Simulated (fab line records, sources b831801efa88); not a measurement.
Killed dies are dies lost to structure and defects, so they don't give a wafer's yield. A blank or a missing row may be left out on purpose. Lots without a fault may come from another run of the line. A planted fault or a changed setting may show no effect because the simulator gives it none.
Split-lot experiment | flow sky130 | 5 lots, 23 wafers read, on a route of 708 steps

THE SPLIT
At SKY_FIELD_ISO_CVD_03 (deposits Si3N4 from DCS/NH3, target thk 165 nm, time 2830 s), the setting temp_c was moved away from the recipe's 770 C on 15 of the 23 wafers read, by -1.3% to +2.5%. The other wafers ran this setting at the recipe's value.

The file shows no step between the split and the reading.

THE READING
FIELD_ISO_CVD_03_THK, in nm, at SKY_FIELD_ISO_THK_MEAS_04. Fault-free wafers of this fab line usually give 163.8 nm, standard deviation 1.7 nm.

wafer  | tool, chamber at the split | temp_c as run, C | against the recipe | FIELD_ISO_CVD_03_THK, nm | against lot-mates on the recipe
L074.1 | lpcvd-02, 0                | 770              | recipe             | 163.9                    | -
L074.2 | lpcvd-02, 0                | 770              | recipe             | 162.6                    | -
L074.6 | lpcvd-02, 0                | 770              | recipe             | 161.1                    | -
L080.2 | -, -                       | 770              | recipe             | 163.6                    | -
L080.3 | -, -                       | 770              | recipe             | 164.7                    | -
L080.4 | -, -                       | 770              | recipe             | 163.5                    | -
L080.5 | -, -                       | 770              | recipe             | 164.9                    | -
L080.6 | -, -                       | 770              | recipe             | 164.3                    | -
L081.1 | -, -                       | 787.6            | +2.3%              | 229.3                    | no lot-mate on the recipe
L081.2 | -, -                       | 787.6            | +2.3%              | 231.6                    | no lot-mate on the recipe
L081.4 | -, -                       | 787.6            | +2.3%              | 229.3                    | no lot-mate on the recipe
L081.5 | -, -                       | 787.6            | +2.3%              | 229.9                    | no lot-mate on the recipe
L081.6 | -, -                       | 787.6            | +2.3%              | 231.1                    | no lot-mate on the recipe
L082.1 | -, -                       | 760.2            | -1.3%              | 133.1                    | no lot-mate on the recipe
L082.3 | -, -                       | 760.2            | -1.3%              | 133.9                    | no lot-mate on the recipe
L082.4 | -, -                       | 760.2            | -1.3%              | 135.2                    | no lot-mate on the recipe
L082.5 | -, -                       | 760.2            | -1.3%              | 134.4                    | no lot-mate on the recipe
L082.6 | -, -                       | 760.2            | -1.3%              | 134.5                    | no lot-mate on the recipe
L085.1 | -, -                       | 789.3            | +2.5%              | 238.5                    | no lot-mate on the recipe
L085.2 | -, -                       | 789.3            | +2.5%              | 238.8                    | no lot-mate on the recipe
L085.3 | -, -                       | 789.3            | +2.5%              | 237.8                    | no lot-mate on the recipe
L085.5 | -, -                       | 789.3            | +2.5%              | 238.1                    | no lot-mate on the recipe
L085.6 | -, -                       | 789.3            | +2.5%              | 238.4                    | no lot-mate on the recipe

THE FIT
A straight line over all 23 wafers: FIELD_ISO_CVD_03_THK changes by +27.9 nm for each +1% of temp_c; r = +1.00; the points scatter about the line by 2.7 nm.
Too few moved wafers have a lot-mate on the recipe to fit a line with each lot's own level taken away.

THE WHOLE CHAIN: every reading that the file lists as answering this split, in the file's order
step                      | what it does                                                | reading                                                                           | change (the file's fit)              | r (the file's)
SKY_FIELD_ISO_CVD_03      | deposits Si3N4 from DCS/NH3, target thk 165 nm, time 2830 s | Si3N4_of_FIELD_ISO_CVD_03.thk_nm (the simulator's own value, which no gauge read) | +27.9 nm for each +1% of the setting | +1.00
SKY_FIELD_ISO_THK_MEAS_04 |                                                             | FIELD_ISO_CVD_03_THK                                                              | +27.9 for each +1% of the setting    | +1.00

THE FILE'S OWN FIT
FIELD_ISO_CVD_03_THK changes by +27.9 nm for each +1% of temp_c, r = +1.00.
